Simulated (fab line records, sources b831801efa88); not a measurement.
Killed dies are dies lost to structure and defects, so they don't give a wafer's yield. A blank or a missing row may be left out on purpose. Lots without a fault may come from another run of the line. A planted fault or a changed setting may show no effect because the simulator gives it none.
fab line records | flow sky130
record lots=5 wafers=15 last_day=49
route steps=708 shown SONOS_ONO@186 GATE_OXIDE@187 POLY_GATE@204 RES_PROTECT@206
lots that met no fault: from a run of the same line without faults
start_h: hours from the record's first day to the start of the lot's first wafer shown | wait_h: hours since the lot's step before | " the same as in the row above | L1.1+2: a row that stands for several wafers | - no value, or no start given | * or withheld: withheld | < > ~ a bound
route shown NAME@n: a module of which the file shows steps, and the number in the route of the first | usual: mean/standard deviation of fault-free wafers | same: alike in all rows | chamber/n: place in a boat | sites: the reading at each site | _std_site: their standard deviation | _edge_site: outer sites' mean less inner sites' | radius_mm: how far each site lies from the wafer's centre | mask NAME#n: copy n | behind: the tool/chamber that last shaped the wafer | hold: why the lot was held/for how many hours/how that ended | device: the transistor (n, p or np) that didn't switch | end of line: the same wafers' tests at the end of the route | a step without rows: its recipe alone | killed: dies lost to structure and defects at the first sort, not the wafer's yield | map: a wafer's dies, x killed, . not, _ none there
set.NAME: the setting as run; set.NAME@STEP: as run at that earlier step | model.NAME: the simulator's own value behind a step, which no gauge read
lots at some steps of the route; a table a step, a row a wafer
services: from which hour (start_h, from the record's first day; less than 0 if before it) a tool's chamber was out of use, for how many hours, and why
## steps
# step SKY_SONOS_ONO_WET_ETCH_18
# recipe chemistry=H3PO4 target_depth_nm=15 target=Si3N4 temp_c=160 time_s=172
# columns lot.wafer tool chamber start_h wait_h
L076.3+4+6 wet_bench-04 1 308.32 0.0
L077.1+3+6 wet_bench-02 0 313.71 0.1
L084.1+2+3 wet_bench-04 2 360.07 0.1
L089.1+3+6 wet_bench-04 3 401.26 0.1
L092.3+4+6 wet_bench-01 2 421.87 0.0
# step SKY_GATE_OXIDE_CLEAN_00
# recipe chemistry=SC1/SC2 mix=1:4:20 temp_c=70 time_s=150 dry=n2_spin
# columns lot.wafer tool chamber start_h wait_h
L076.3+4+6 wet_bench-02 2 308.38 0.0
L077.1+3+6 wet_bench-04 0 313.77 0.0
L084.1+2+3 wet_bench-01 3 360.13 0.0
L089.1+3+6 wet_bench-01 3 401.32 0.0
L092.3+4+6 wet_bench-04 1 421.93 0.0
# step SKY_GATE_OXIDE_OXIDATION_01
# recipe temp_c=891.3 ambient=O2 stabilise_s=600 purge_s=300 target_thk_a=102.68 ox_time_s=1473
# usual tube_center_temp_C_max=893.6/0.37 zone_power_centre_pct=19.7/2.4
# columns lot.wafer tool chamber start_h wait_h tube_center_temp_C_max zone_power_centre_pct
L076.3 furnace-01 0 311.11 2.7 893.0 17.3
L076.4 " 0 " " 893.6 17.0
L076.6 " 0 " " 893.0 16.9
L077.1 furnace-02 0 315.03 1.2 894.2 21.6
L077.3 " 0 " " 893.3 21.6
L077.6 " 0 " " 893.4 21.6
L084.1 furnace-01 0 369.34 9.2 893.8 16.8
L084.2 " 0 " " 893.5 17.0
L084.3 " 0 " " 893.4 16.8
L089.1 furnace-02 0 402.03 0.7 893.9 21.9
L089.3 " 0 " " 893.6 21.7
L089.6 " 0 " " 893.9 21.4
L092.3 furnace-01 0 422.81 0.8 893.7 16.9
L092.4 " 0 " " 893.5 16.8
L092.6 " 0 " " 893.8 16.9
# step SKY_GATE_OXIDE_THK_MEAS_02
# recipe reads=SiO2_of_GATE_OXIDE_OXIDATION_01
# usual GATE_OXIDE_OXIDATION_00_THK=9.25/0.24
# columns lot.wafer tool chamber start_h wait_h GATE_OXIDE_OXIDATION_00_THK[nm]
L076.3 film_metro-03 - 312.54 0.0 9.11
L076.4 " - " " 9.33
L076.6 " - " " 9.22
L077.1 film_metro-02 - 316.43 0.0 9.72
L077.3 " - " " 9.70
L077.6 " - " " 9.76
L084.1 film_metro-04 - 370.75 0.0 9.18
L084.2 " - " " 9.29
L084.3 " - " " 9.29
L089.1 film_metro-02 - 403.44 0.0 9.16
L089.3 " - " " 9.07
L089.6 " - " " 9.13
L092.3 film_metro-03 - 424.23 0.0 9.52
L092.4 " - " " 9.51
L092.6 " - " " 9.56
# step SKY_GATE_OXIDE_DEHYDRATE_03
# recipe temp_c=200 time_s=60
# columns lot.wafer tool chamber start_h wait_h
L076.3+4+6 litho_track-01 0 325.16 12.6
L077.1+3+6 litho_track-02 0 329.36 12.9
L084.1+2+3 litho_track-01 0 383.41 12.7
L089.1+3+6 litho_track-01 0 418.21 14.8
L092.3+4+6 litho_track-02 0 438.71 14.5
# step SKY_GATE_OXIDE_HMDS_04
# recipe prime_time_s=60 prime_temp_c=120
# columns lot.wafer tool chamber start_h wait_h
L076.3+4+6 litho_track-01 0 325.31 0.1
L077.1+3+6 litho_track-02 0 329.51 0.1
L084.1+2+3 litho_track-01 0 383.56 0.1
L089.1+3+6 litho_track-01 0 418.36 0.1
L092.3+4+6 litho_track-02 0 438.86 0.1
# step SKY_GATE_OXIDE_COAT_05
# recipe resist=NOVOLAK spin_rpm=3000 resist_thk_nm=1140
# columns lot.wafer tool chamber start_h wait_h
L076.3+4+6 litho_track-01 0 325.46 0.1
L077.1+3+6 litho_track-02 0 329.66 0.1
L084.1+2+3 litho_track-01 0 383.71 0.1
L089.1+3+6 litho_track-01 0 418.51 0.1
L092.3+4+6 litho_track-02 0 439.01 0.1
# step SKY_GATE_OXIDE_SOFTBAKE_06
# recipe temp_c=90 time_s=60 resist=NOVOLAK
# columns lot.wafer tool chamber start_h wait_h
L076.3+4+6 litho_track-01 0 325.61 0.1
L077.1+3+6 litho_track-02 0 329.81 0.1
L084.1+2+3 litho_track-01 0 383.86 0.1
L089.1+3+6 litho_track-01 0 418.66 0.1
L092.3+4+6 litho_track-02 0 439.16 0.1
# step SKY_GATE_OXIDE_EXPOSE_07
# recipe mask_id=LVOM na=0.6 source_shape=conventional sigma_outer=0.6 polarization=unpolarized target_cd_nm=600 dose_mj=170
# usual exposure_dose_mJ_cm2=169.96/0.16 focus_offset_nm=0.0/0.52
# columns lot.wafer tool chamber start_h wait_h mask exposure_dose_mJ_cm2 focus_offset_nm
L076.3 iline_stepper-01 0 - - LVOM#0 170.04 0.7
L076.4 " 0 " " LVOM#0 169.95 0.2
L076.6 " 0 " " LVOM#0 170.04 0.5
L077.1 iline_stepper-02 0 - - LVOM#0 169.71 0.7
L077.3 " 0 " " LVOM#0 170.02 0.8
L077.6 " 0 " " LVOM#0 170.07 1.3
L084.1 iline_stepper-02 0 - - LVOM#0 170.04 -0.3
L084.2 " 0 " " LVOM#0 169.96 0.9
L084.3 " 0 " " LVOM#0 170.00 -0.7
L089.1 iline_stepper-02 0 - - LVOM#0 169.88 0.8
L089.3 " 0 " " LVOM#0 169.83 0.3
L089.6 " 0 " " LVOM#0 170.19 0.0
L092.3 iline_stepper-02 0 - - LVOM#0 170.12 -0.4
L092.4 " 0 " " LVOM#0 170.09 -0.4
L092.6 " 0 " " LVOM#0 170.14 0.1
# step SKY_GATE_OXIDE_PEB_08
# recipe temp_c=withheld time_s=* resist=NOVOLAK
# columns lot.wafer tool chamber start_h wait_h
L076.3+4+6 litho_track-01 0 - -
L077.1+3+6 litho_track-02 0 - -
L084.1+2+3 litho_track-03 0 - -
L089.1+3+6 litho_track-02 0 - -
L092.3+4+6 litho_track-03 0 - -
# step SKY_GATE_OXIDE_DEVELOP_09
# recipe resist=NOVOLAK developer=TMAH develop_time_s=60 dev_temp_c=23
# columns lot.wafer tool chamber start_h wait_h
L076.3+4+6 litho_track-01 0 339.16 0.1
L077.1+3+6 litho_track-02 0 342.66 0.1
L084.1+2+3 litho_track-03 0 397.63 0.1
L089.1+3+6 litho_track-02 0 432.66 0.1
L092.3+4+6 litho_track-03 0 454.73 0.1
# step SKY_GATE_OXIDE_OVL_MEAS_10
# usual GATE_OXIDE_OVL=-0.4/1.5
# columns lot.wafer tool chamber start_h wait_h GATE_OXIDE_OVL[nm]
L076.3 overlay-02 - 339.27 0.1 0.3
L076.4 " - " " -0.8
L076.6 " - " " 0.1
L077.1 overlay-01 - 342.81 0.1 -2.1
L077.3 " - " " -2.3
L077.6 " - " " -1.0
L084.1 overlay-01 - 397.78 0.1 1.2
L084.2 " - " " 2.5
L084.3 " - " " -0.9
L089.1 overlay-01 - 432.81 0.1 1.8
L089.3 " - " " 1.1
L089.6 " - " " 2.0
L092.3 overlay-01 - 454.84 0.1 -0.7
L092.4 " - " " -1.9
L092.6 " - " " -1.9
# step SKY_GATE_OXIDE_IMPLANT_11
# recipe species=B energy_kev=10 dose_cm2=2.6e+12 tilt_deg=withheld
# usual dose_ions_cm2=2.5992e+12/2.9e+09
# columns lot.wafer tool chamber start_h wait_h dose_ions_cm2
L076.3 implanter-01 0 339.35 0.1 2.6022e+12
L076.4 " 0 " " 2.602e+12
L076.6 " 0 " " 2.597e+12
L077.1 implanter-03 0 342.84 0.0 2.6033e+12
L077.3 " 0 " " 2.6053e+12
L077.6 " 0 " " 2.6013e+12
L084.1 implanter-01 0 397.81 0.0 2.6029e+12
L084.2 " 0 " " 2.6005e+12
L084.3 " 0 " " 2.5988e+12
L089.1 implanter-03 0 432.84 0.0 2.5978e+12
L089.3 " 0 " " 2.5981e+12
L089.6 " 0 " " 2.5994e+12
L092.3 implanter-04 0 454.91 0.1 2.5974e+12
L092.4 " 0 " " 2.6004e+12
L092.6 " 0 " " 2.5961e+12
# step SKY_GATE_OXIDE_WET_ETCH_12
# recipe chemistry=dHF target_depth_nm=16.8 dry=n2_spin target=SiO2 dilution=100:1 temp_c=25 time_s=336
# columns lot.wafer tool chamber start_h wait_h
L076.3+4+6 wet_bench-02 3 339.45 0.1
L077.1+3+6 wet_bench-02 3 342.99 0.1
L084.1+2+3 wet_bench-02 0 397.96 0.1
L089.1+3+6 wet_bench-01 1 432.99 0.1
L092.3+4+6 wet_bench-01 1 455.01 0.1
# step SKY_GATE_OXIDE_STRIP_13
# recipe chemistry=O2/N2 power_w=1400 pressure_mtorr=1500 platen_temp_c=withheld o2_flow_sccm=3000 n2_flow_sccm=300 overash_fraction=0.5
# usual drypump_motor_current_A=5.6/0.5 n2_flow_sccm=300.1/0.84 oes_product_au=0.716/0.0045 strip_time_to_endpoint_s=14.20/0.041
# same overash_fraction=0.5
# columns lot.wafer tool chamber start_h wait_h drypump_motor_current_A n2_flow_sccm oes_product_au rf_hours_counter_h strip_time_to_endpoint_s
L076.3 plasma_asher-03 1 339.59 0.0 5.4 300.9 0.724 - 14.17
L076.4 " 0 " " 5.3 298.8 0.723 - 14.24
L076.6 " 0 " " 5.3 299.6 0.718 - 14.24
L077.1 plasma_asher-04 1 343.09 0.0 4.8 300.2 0.718 67 14.22
L077.3 " 1 " " 4.8 299.5 0.716 - 14.22
L077.6 " 1 " " 4.8 299.0 0.721 - 14.26
L084.1 plasma_asher-02 1 398.06 0.0 6.1 300.2 0.711 68 14.20
L084.2 " 0 " " 5.7 300.4 0.711 68 14.24
L084.3 " 1 " " 6.1 300.6 0.725 - 14.21
L089.1 plasma_asher-04 1 433.09 0.0 4.8 300.3 0.715 0 14.26
L089.3 " 0 " " 6.2 300.0 0.719 - 14.25
L089.6 " 0 " " 6.2 301.2 0.715 - 14.28
L092.3 plasma_asher-02 1 455.15 0.0 6.1 300.1 0.718 - 14.16
L092.4 " 0 " " 5.7 299.9 0.715 - 14.19
L092.6 " 1 " " 6.1 301.5 0.719 - 14.19
# step SKY_GATE_OXIDE_TW_MEAS_14
# usual GATE_OXIDE_TW=222.8/2.4
# columns lot.wafer tool chamber start_h wait_h GATE_OXIDE_TW
L076.3 film_metro-04 - 339.68 0.1 222.2
L076.4 " - " " 221.0
L076.6 " - " " 221.5
L077.1 film_metro-04 - 343.19 0.1 222.1
L077.3 " - " " 222.2
L077.6 " - " " 221.6
L084.1 film_metro-03 - 398.16 0.1 227.4
L084.2 " - " " 227.2
L084.3 " - " " 226.7
L089.1 film_metro-02 - 433.19 0.1 222.3
L089.3 " - " " 221.7
L089.6 " - " " 223.1
L092.3 film_metro-03 - 455.23 0.1 228.2
L092.4 " - " " 228.4
L092.6 " - " " 227.6
# step SKY_GATE_OXIDE_CLEAN_15
# recipe chemistry=SC1/SC2 mix=1:4:20 temp_c=70 time_s=150 dry=n2_spin
# columns lot.wafer tool chamber start_h wait_h
L076.3+4+6 wet_bench-01 1 339.72 0.0
L077.1+3+6 wet_bench-02 0 343.25 0.1
L084.1+2+3 wet_bench-01 1 398.22 0.1
L089.1+3+6 wet_bench-02 0 433.25 0.1
L092.3+4+6 wet_bench-04 2 455.27 0.0
# step SKY_GATE_OXIDE_OXIDATION_16
# recipe temp_c=800 ambient=O2 idle_temp_c=700 ramp_up_c_per_min=10 ramp_down_c_per_min=3 stabilise_s=600 purge_s=300 target_thk_a=35.7 ox_time_s=1915
# usual tube_center_temp_C_max=802.1/0.35 zone_power_centre_pct=15.4/1.9
# columns lot.wafer tool chamber start_h wait_h tube_center_temp_C_max zone_power_centre_pct
L076.3 furnace-01 0 339.77 0.0 802.3 13.6
L076.4 " 0 " " 801.7 13.4
L076.6 " 0 " " 802.1 13.5
L077.1 furnace-01 0 348.27 5.0 802.6 13.3
L077.3 " 0 " " 801.6 13.5
L077.6 " 0 " " 801.7 13.7
L084.1 furnace-02 0 398.98 0.7 801.9 17.2
L084.2 " 0 " " 801.9 17.3
L084.3 " 0 " " 802.0 17.4
L089.1 furnace-02 0 433.84 0.5 802.1 17.4
L089.3 " 0 " " 802.7 17.3
L089.6 " 0 " " 801.9 17.2
L092.3 furnace-01 0 456.39 1.1 802.3 13.7
L092.4 " 0 " " 801.6 13.7
L092.6 " 0 " " 801.7 13.7
# step SKY_POLY_GATE_CVD_00
# recipe material=poly-Si target_thk_nm=180 temp_c=620 time_s=720 pressure_mtorr=200
# usual zone_power_centre_pct=9.38/0.17
# columns lot.wafer tool chamber start_h wait_h zone_power_centre_pct
L076.3 lpcvd-01 1 341.30 0.0 9.29
L076.4 " 1 " " 9.23
L076.6 " 1 " " 9.28
L077.1 lpcvd-01 1 349.80 0.0 9.22
L077.3 " 1 " " 9.31
L077.6 " 1 " " 9.19
L084.1 lpcvd-01 0 400.52 0.0 9.64
L084.2 " 0 " " 9.84
L084.3 " 0 " " 9.47
L089.1 lpcvd-01 1 435.37 0.0 9.33
L089.3 " 1 " " 9.29
L089.6 " 1 " " 9.39
L092.3 lpcvd-01 0 471.16 13.2 9.68
L092.4 " 0 " " 9.47
L092.6 " 0 " " 9.60
# step SKY_POLY_GATE_THK_MEAS_01
# recipe reads=poly-Si_of_POLY_GATE_CVD_00
# usual POLY_GATE_CVD_00_THK=180.9/1.7
# columns lot.wafer tool chamber start_h wait_h POLY_GATE_CVD_00_THK[nm]
L076.3 film_metro-03 - 342.52 0.0 182.4
L076.4 " - " " 182.2
L076.6 " - " " 181.3
L077.1 film_metro-04 - 351.00 0.0 181.8
L077.3 " - " " 179.4
L077.6 " - " " 180.0
L084.1 film_metro-01 - 402.32 0.0 179.1
L084.2 " - " " 180.4
L084.3 " - " " 179.4
L089.1 film_metro-04 - 437.17 0.0 180.9
L089.3 " - " " 180.1
L089.6 " - " " 180.5
L092.3 film_metro-04 - 472.98 0.0 179.3
L092.4 " - " " 180.8
L092.6 " - " " 180.3
# step SKY_RES_PROTECT_DEHYDRATE_00
# recipe temp_c=200 time_s=60
# columns lot.wafer tool chamber start_h wait_h
L076.3+4+6 litho_track-03 0 356.23 13.7
L077.1+3+6 litho_track-03 0 362.93 11.9
L084.1+2+3 litho_track-01 0 416.96 14.6
L089.1+3+6 litho_track-04 0 452.35 15.2
L092.3+4+6 litho_track-01 0 486.96 14.0
# step SKY_RES_PROTECT_HMDS_01
# recipe prime_time_s=60 prime_temp_c=120
# columns lot.wafer tool chamber start_h wait_h
L076.3+4+6 litho_track-03 0 356.38 0.1
L077.1+3+6 litho_track-03 0 363.08 0.1
L084.1+2+3 litho_track-01 0 417.11 0.1
L089.1+3+6 litho_track-04 0 452.50 0.1
L092.3+4+6 litho_track-01 0 487.11 0.1
# step SKY_RES_PROTECT_COAT_02
# recipe resist=NOVOLAK spin_rpm=3000 resist_thk_nm=1123
# columns lot.wafer tool chamber start_h wait_h
L076.3+4+6 litho_track-03 0 356.53 0.1
L077.1+3+6 litho_track-03 0 363.23 0.1
L084.1+2+3 litho_track-01 0 417.26 0.1
L089.1+3+6 litho_track-04 0 452.65 0.1
L092.3+4+6 litho_track-01 0 487.26 0.1
# step SKY_RES_PROTECT_SOFTBAKE_03
# recipe temp_c=90 time_s=60 resist=NOVOLAK
# columns lot.wafer tool chamber start_h wait_h
L076.3+4+6 litho_track-03 0 356.68 0.1
L077.1+3+6 litho_track-03 0 363.38 0.1
L084.1+2+3 litho_track-01 0 417.41 0.1
L089.1+3+6 litho_track-04 0 452.80 0.1
L092.3+4+6 litho_track-01 0 487.41 0.1
# step SKY_RES_PROTECT_EXPOSE_04
# recipe mask_id=RPM na=0.6 source_shape=conventional sigma_outer=0.6 polarization=unpolarized target_cd_nm=1270 dose_mj=131
# usual exposure_dose_mJ_cm2=131.01/0.14 focus_offset_nm=0.0/0.52
# columns lot.wafer tool chamber start_h wait_h mask exposure_dose_mJ_cm2 focus_offset_nm
L076.3 iline_stepper-01 0 - - RPM#0 130.88 0.4
L076.4 " 0 " " RPM#0 131.00 0.5
L076.6 " 0 " " RPM#0 131.08 -0.6
L077.1 iline_stepper-01 0 - - RPM#0 131.19 0.4
L077.3 " 0 " " RPM#0 131.02 0.5
L077.6 " 0 " " RPM#0 131.18 0.9
L084.1 iline_stepper-01 0 - - RPM#0 131.22 0.9
L084.2 " 0 " " RPM#0 131.30 0.0
L084.3 " 0 " " RPM#0 131.18 0.5
L089.1 iline_stepper-01 0 - - RPM#0 131.09 -0.4
L089.3 " 0 " " RPM#0 131.01 -0.6
L089.6 " 0 " " RPM#0 131.13 0.4
L092.3 iline_stepper-01 0 - - RPM#0 130.77 -0.3
L092.4 " 0 " " RPM#0 131.07 -0.5
L092.6 " 0 " " RPM#0 131.06 0.0
# step SKY_RES_PROTECT_PEB_05
# recipe temp_c=withheld time_s=* resist=NOVOLAK
# columns lot.wafer tool chamber start_h wait_h
L076.3+4+6 litho_track-04 0 - -
L077.1+3+6 litho_track-03 0 - -
L084.1+2+3 litho_track-04 0 - -
L089.1+3+6 litho_track-03 0 - -
L092.3+4+6 litho_track-01 0 - -
# step SKY_RES_PROTECT_DEVELOP_06
# recipe resist=NOVOLAK developer=TMAH develop_time_s=60 dev_temp_c=23
# columns lot.wafer tool chamber start_h wait_h
L076.3+4+6 litho_track-04 0 369.05 0.1
L077.1+3+6 litho_track-03 0 376.83 0.1
L084.1+2+3 litho_track-04 0 431.70 0.1
L089.1+3+6 litho_track-03 0 468.38 0.1
L092.3+4+6 litho_track-01 0 503.31 0.1
# step SKY_POLY_GATE_IMPLANT_02
# recipe species=P energy_kev=30 dose_cm2=7.7e+15 tilt_deg=0
# usual dose_ions_cm2=7.702e+15/7.5e+12
# columns lot.wafer tool chamber start_h wait_h dose_ions_cm2
L076.3 implanter-04 0 369.20 0.1 7.705e+15
L076.4 " 0 " " 7.715e+15
L076.6 " 0 " " 7.714e+15
L077.1 implanter-02 0 376.98 0.1 7.698e+15
L077.3 " 0 " " 7.702e+15
L077.6 " 0 " " 7.687e+15
L084.1 implanter-02 0 431.85 0.1 7.711e+15
L084.2 " 0 " " 7.707e+15
L084.3 " 0 " " 7.699e+15
L089.1 implanter-04 0 468.53 0.1 7.694e+15
L089.3 " 0 " " 7.688e+15
L089.6 " 0 " " 7.71e+15
L092.3 implanter-02 0 503.51 0.2 7.697e+15
L092.4 " 0 " " 7.695e+15
L092.6 " 0 " " 7.707e+15
# step SKY_RES_PROTECT_STRIP_07
# recipe chemistry=O2/N2 power_w=1400 pressure_mtorr=1500 platen_temp_c=withheld o2_flow_sccm=3000 n2_flow_sccm=300 overash_fraction=0.5
# usual drypump_motor_current_A=5.79/0.28 n2_flow_sccm=299.9/0.87 oes_product_au=0.516/0.0046 strip_time_to_endpoint_s=23.11/0.05
# same overash_fraction=0.5
# columns lot.wafer tool chamber start_h wait_h drypump_motor_current_A n2_flow_sccm oes_product_au rf_hours_counter_h strip_time_to_endpoint_s
L076.3 plasma_asher-03 0 369.33 0.1 5.32 299.6 0.508 - 23.09
L076.4 " 1 " " 5.44 299.9 0.514 - 23.09
L076.6 " 0 " " 5.32 299.7 0.518 - 23.14
L077.1 plasma_asher-02 0 377.13 0.1 5.74 300.1 0.513 66 23.10
L077.3 " 1 " " 6.08 300.5 0.515 - 23.05
L077.6 " 0 " " 5.74 300.0 0.520 - 23.03
L084.1 plasma_asher-01 0 432.00 0.1 6.14 299.9 0.509 64 23.11
L084.2 " 1 " " 5.64 301.4 0.517 64 23.12
L084.3 " 1 " " 5.64 300.6 0.516 - 23.13
L089.1 plasma_asher-02 1 468.68 0.1 6.10 299.0 0.519 76 23.04
L089.3 " 0 " " 5.75 300.9 0.509 - 23.07
L089.6 " 1 " " 6.04 298.7 0.517 - 23.08
L092.3 plasma_asher-02 0 503.74 0.2 5.75 300.2 0.518 - 23.12
L092.4 " 1 " " 6.06 300.6 0.517 - 23.13
L092.6 " 1 " " 6.02 300.5 0.519 - 23.18
# step SKY_RES_PROTECT_TW_MEAS_08
# usual POLY_GATE_TW=4002/23
# columns lot.wafer tool chamber start_h wait_h POLY_GATE_TW
L076.3 film_metro-04 - 369.42 0.1 4019
L076.4 " - " " 3999
L076.6 " - " " 3989
L077.1 film_metro-04 - 377.23 0.1 3983
L077.3 " - " " 3974
L077.6 " - " " 3986
L084.1 film_metro-01 - 432.10 0.1 4028
L084.2 " - " " 4019
L084.3 " - " " 4006
L089.1 film_metro-04 - 468.78 0.1 3996
L089.3 " - " " 3964
L089.6 " - " " 3973
L092.3 film_metro-02 - 503.83 0.1 4008
L092.4 " - " " 3995
L092.6 " - " " 4002
# step SKY_RES_PROTECT_CLEAN_09
# recipe chemistry=SC1/SC2 mix=1:4:20 temp_c=70 time_s=150 dry=n2_spin
# columns lot.wafer tool chamber start_h wait_h
L076.3+4+6 wet_bench-02 3 369.46 0.0
L077.1+3+6 wet_bench-03 1 377.29 0.1
L084.1+2+3 wet_bench-03 0 432.16 0.1
L089.1+3+6 wet_bench-02 3 468.84 0.1
L092.3+4+6 wet_bench-02 1 503.87 0.0
# step SKY_POLY_GATE_CVD_03
# recipe material=Si3N4 precursor=DCS/NH3 target_thk_nm=75 temp_c=770 time_s=1290 pressure_mtorr=250
# usual zone_power_centre_pct=14.9/0.68
# columns lot.wafer tool chamber start_h wait_h zone_power_centre_pct
L076.3 lpcvd-02 1 370.97 1.5 15.6
L076.4 " 1 " " 15.4
L076.6 " 1 " " 15.5
L077.1 lpcvd-02 0 384.57 7.2 14.3
L077.3 " 0 " " 14.1
L077.6 " 0 " " 14.3
L084.1 lpcvd-02 0 432.21 0.0 14.0
L084.2 " 0 " " 14.2
L084.3 " 0 " " 14.0
L089.1 lpcvd-02 0 468.89 0.0 14.2
L089.3 " 0 " " 14.3
L089.6 " 0 " " 14.2
L092.3 lpcvd-02 0 503.92 0.0 14.3
L092.4 " 0 " " 13.9
L092.6 " 0 " " 14.2
# step SKY_POLY_GATE_THK_MEAS_04
# recipe reads=Si3N4_of_POLY_GATE_CVD_03
# usual POLY_GATE_CVD_03_THK=74.6/0.7
# columns lot.wafer tool chamber start_h wait_h POLY_GATE_CVD_03_THK[nm]
L076.3 film_metro-04 - 373.03 0.0 73.6
L076.4 " - " " 73.6
L076.6 " - " " 73.6
L077.1 film_metro-01 - 386.61 0.0 73.8
L077.3 " - " " 73.9
L077.6 " - " " 73.9
L084.1 film_metro-03 - 433.57 0.0 73.4
L084.2 " - " " 73.8
L084.3 " - " " 73.9
L089.1 film_metro-04 - 470.92 0.0 76.4
L089.3 " - " " 75.5
L089.6 " - " " 76.4
L092.3 film_metro-04 - 505.30 0.0 74.8
L092.4 " - " " 75.1
L092.6 " - " " 74.7
# step SKY_POLY_GATE_DEHYDRATE_05
# recipe temp_c=200 time_s=60
# columns lot.wafer tool chamber start_h wait_h
L076.3+4+6 litho_track-02 0 386.01 13.0
L077.1+3+6 litho_track-03 0 399.53 12.9
L084.1+2+3 litho_track-02 0 449.06 15.5
L089.1+3+6 litho_track-02 0 485.06 14.1
L092.3+4+6 litho_track-04 0 519.55 14.2
# step SKY_POLY_GATE_HMDS_06
# recipe prime_time_s=60 prime_temp_c=120
# columns lot.wafer tool chamber start_h wait_h
L076.3+4+6 litho_track-02 0 386.16 0.1
L077.1+3+6 litho_track-03 0 399.68 0.1
L084.1+2+3 litho_track-02 0 449.21 0.1
L089.1+3+6 litho_track-02 0 485.21 0.1
L092.3+4+6 litho_track-04 0 519.70 0.1
# step SKY_POLY_GATE_COAT_07
# recipe resist=BARC temp_c=withheld time_s=withheld spin_rpm=3000 resist_thk_nm=110
# columns lot.wafer tool chamber start_h wait_h
L076.3+4+6 litho_track-02 0 386.31 0.1
L077.1+3+6 litho_track-03 0 399.83 0.1
L084.1+2+3 litho_track-02 0 449.36 0.1
L089.1+3+6 litho_track-02 0 485.36 0.1
L092.3+4+6 litho_track-04 0 519.85 0.1
# step SKY_POLY_GATE_COAT_08
# recipe resist=KrF-thick spin_rpm=3000 resist_thk_nm=450
# columns lot.wafer tool chamber start_h wait_h
L076.3+4+6 litho_track-02 0 - -
L077.1+3+6 litho_track-03 0 - -
L084.1+2+3 litho_track-02 0 - -
L089.1+3+6 litho_track-02 0 - -
L092.3+4+6 litho_track-04 0 - -
# step SKY_POLY_GATE_SOFTBAKE_09
# recipe temp_c=101.2 time_s=90 resist=KrF-thick
# columns lot.wafer tool chamber start_h wait_h
L076.3+4+6 litho_track-02 0 - -
L077.1+3+6 litho_track-03 0 - -
L084.1+2+3 litho_track-02 0 - -
L089.1+3+6 litho_track-02 0 - -
L092.3+4+6 litho_track-04 0 - -
# step SKY_POLY_GATE_EXPOSE_10
# recipe mask_id=P1M na=0.68 source_shape=conventional sigma_outer=0.6 target_cd_nm=150 dose_mj=28
# usual exposure_dose_mJ_cm2=27.866/0.029 focus_offset_nm=0.1/0.59
# columns lot.wafer tool chamber start_h wait_h mask exposure_dose_mJ_cm2 focus_offset_nm
L076.3 krf_scanner-02 0 - - P1M#0 27.864 0.4
L076.4 " 0 " " P1M#0 27.850 0.6
L076.6 " 0 " " P1M#0 27.851 0.2
L077.1 krf_scanner-02 0 - - P1M#0 27.840 0.6
L077.3 " 0 " " P1M#0 27.874 0.8
L077.6 " 0 " " P1M#0 27.902 -0.3
L084.1 krf_scanner-02 0 - - P1M#0 27.926 1.0
L084.2 " 0 " " P1M#0 27.938 0.4
L084.3 " 0 " " P1M#0 27.923 0.8
L089.1 krf_scanner-01 0 - - P1M#0 27.881 -0.3
L089.3 " 0 " " P1M#0 27.886 -0.2
L089.6 " 0 " " P1M#0 27.908 0.1
L092.3 krf_scanner-02 0 - - P1M#0 27.865 0.8
L092.4 " 0 " " P1M#0 27.895 0.3
L092.6 " 0 " " P1M#0 27.886 0.0
# step SKY_POLY_GATE_PEB_11
# recipe peb_temp_c=withheld peb_time_s=withheld resist=KrF-thick
# columns lot.wafer tool chamber start_h wait_h
L076.3+4+6 litho_track-04 0 - -
L077.1+3+6 litho_track-04 0 - -
L084.1+2+3 litho_track-04 0 - -
L089.1+3+6 litho_track-02 0 - -
L092.3+4+6 litho_track-02 0 - -
# step SKY_POLY_GATE_DEVELOP_12
# recipe develop_time_s=60 resist=KrF-thick dev_temp_c=21
# columns lot.wafer tool chamber start_h wait_h
L076.3+4+6 litho_track-04 0 - -
L077.1+3+6 litho_track-04 0 - -
L084.1+2+3 litho_track-04 0 - -
L089.1+3+6 litho_track-02 0 - -
L092.3+4+6 litho_track-02 0 - -
# step SKY_POLY_GATE_CD_MEAS_13
# recipe target_cd_nm=150
# usual cd_nm=150.1/1.5
# columns lot.wafer tool chamber start_h wait_h cd_nm
L076.3 cd_sem-01 - 401.29 - 146.3
L076.4 " - " " 147.6
L076.6 " - " " 147.6
L077.1 cd_sem-01 - 415.55 - 150.9
L077.3 " - " " 150.1
L077.6 " - " " 152.5
L084.1 cd_sem-01 - 464.55 - 150.5
L084.2 " - " " 150.1
L084.3 " - " " 150.3
L089.1 cd_sem-01 - 501.71 - 151.8
L089.3 " - " " 151.0
L089.6 " - " " 151.6
L092.3 cd_sem-01 - 535.90 - 150.9
L092.4 " - " " 149.9
L092.6 " - " " 148.8
# step SKY_POLY_GATE_OVL_MEAS_14
# usual POLY_GATE_OVL=0/5.4
# columns lot.wafer tool chamber start_h wait_h POLY_GATE_OVL[nm]
L076.3 overlay-01 - 401.38 0.1 -5
L076.4 " - " " -1
L076.6 " - " " 5
L077.1 overlay-01 - 415.67 0.1 6
L077.3 " - " " 4
L077.6 " - " " 6
L084.1 overlay-02 - 464.67 0.1 9
L084.2 " - " " 3
L084.3 " - " " 2
L089.1 overlay-02 - 501.83 0.1 -5
L089.3 " - " " -4
L089.6 " - " " 5
L092.3 overlay-02 - 535.99 0.1 6
L092.4 " - " " 10
L092.6 " - " " 4
## services
# columns tool chamber start_h hours kind
iline_stepper-02 - 288.37 3.2 repair
iline_stepper-02 - 293.47 4.4 pm
iline_stepper-01 - 318.59 3.4 repair
iline_stepper-02 - 322.23 1.7 pm
furnace-02 - 339.25 27.0 pm
iline_stepper-01 - 363.92 1.7 pm
furnace-02 - 366.28 3.3 pm
krf_scanner-02 - 368.92 1.0 pm
furnace-02 - 381.63 3.1 pm
krf_scanner-02 - 388.58 0.6 repair
furnace-01 - 398.61 15.3 repair
krf_scanner-02 - 416.83 3.2 repair
krf_scanner-02 - 426.32 1.3 pm
plasma_asher-02 - 429.27 1.9 repair
krf_scanner-02 - 431.69 4.4 pm
furnace-01 - 433.69 10.3 pm
krf_scanner-02 - 437.28 0.8 pm
lpcvd-01 - 443.06 28.1 pm
wet_bench-04 - 447.45 1.9 pm
furnace-01 - 459.60 4.4 pm
krf_scanner-02 - 470.60 0.3 repair
iline_stepper-02 - 472.71 10.2 repair
wet_bench-04 - 515.90 2.5 repair
krf_scanner-02 - 520.56 0.3 repair
## key
fault none
